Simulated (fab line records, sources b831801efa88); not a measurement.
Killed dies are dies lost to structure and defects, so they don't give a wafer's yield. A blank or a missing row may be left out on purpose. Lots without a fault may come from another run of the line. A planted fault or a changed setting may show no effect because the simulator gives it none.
Which tool did it? | flow gf180mcu | 6 lots, 18 wafers sampled, at 2 steps of a route of 602

WHAT THE GAUGES READ, wafer by wafer
GF_MVPSD_OVL_MEAS_07.
lot  | measured     | on         | MVPSD_OVL (nm)
L900 | day 5 06:22  | overlay-02 | -2.0 -0.5 -1.7
L905 | day 6 17:16  | overlay-01 | - - -
L912 | day 8 07:40  | overlay-02 | -0.8 -1.8 0.0
L915 | day 8 23:19  | overlay-01 | 1.0 -1.5 -0.2
L918 | day 9 17:25  | overlay-02 | -2.6 -0.1 -0.7
L921 | day 10 10:28 | overlay-01 | 0.2 0.8 -2.5

WHICH TOOL RAN EACH LOT (tool, then ch and the chambers of the sampled wafers, then the start)
lot  | GF_MVPSD_EXPOSE_04
L900 | iline_stepper-01 ch 0, day 4 23:17
L905 | iline_stepper-02 ch 0, day 6 10:00
L912 | iline_stepper-01 ch 0, day 7 23:41
L915 | iline_stepper-01 ch 0, day 8 14:57
L918 | iline_stepper-02 ch 0, day 9 08:54
L921 | iline_stepper-01 ch 0, day 10 01:45
- GF_MVPSD_EXPOSE_04: exposes mask MVPSD, target cd 1000 nm.

THE ANSWER, worked out from the rows above alone
Rule: what is usual is taken from the lots themselves. Put in order of their means at a reading, lots are off if they are a third of the lots or fewer, leave a main group of 4 or more, and stand apart from it by a gap of 3 or more times the standard deviation of the main group's means; of several such gaps the widest counts. A main group whose means are all the same, to the digits that the tables above print for the reading, isn't used. A lot without any number at a reading at which 4 lots or more have one is off too. The other lots that the step has rows for count as sound.
Off: L905, at GF_MVPSD_OVL_MEAS_07 (MVPSD_OVL). Without a number there: L905. The main group: mean -0.8 nm, standard deviation 0.42.
A tool fits if, at a process step before that reading, it ran every lot that is off, and no sound lot after the first of them. The gauges at GF_MVPSD_OVL_MEAS_07 are tried like those tools. None of those tried fits.

WHAT THE SIMULATOR HAD PUT IN
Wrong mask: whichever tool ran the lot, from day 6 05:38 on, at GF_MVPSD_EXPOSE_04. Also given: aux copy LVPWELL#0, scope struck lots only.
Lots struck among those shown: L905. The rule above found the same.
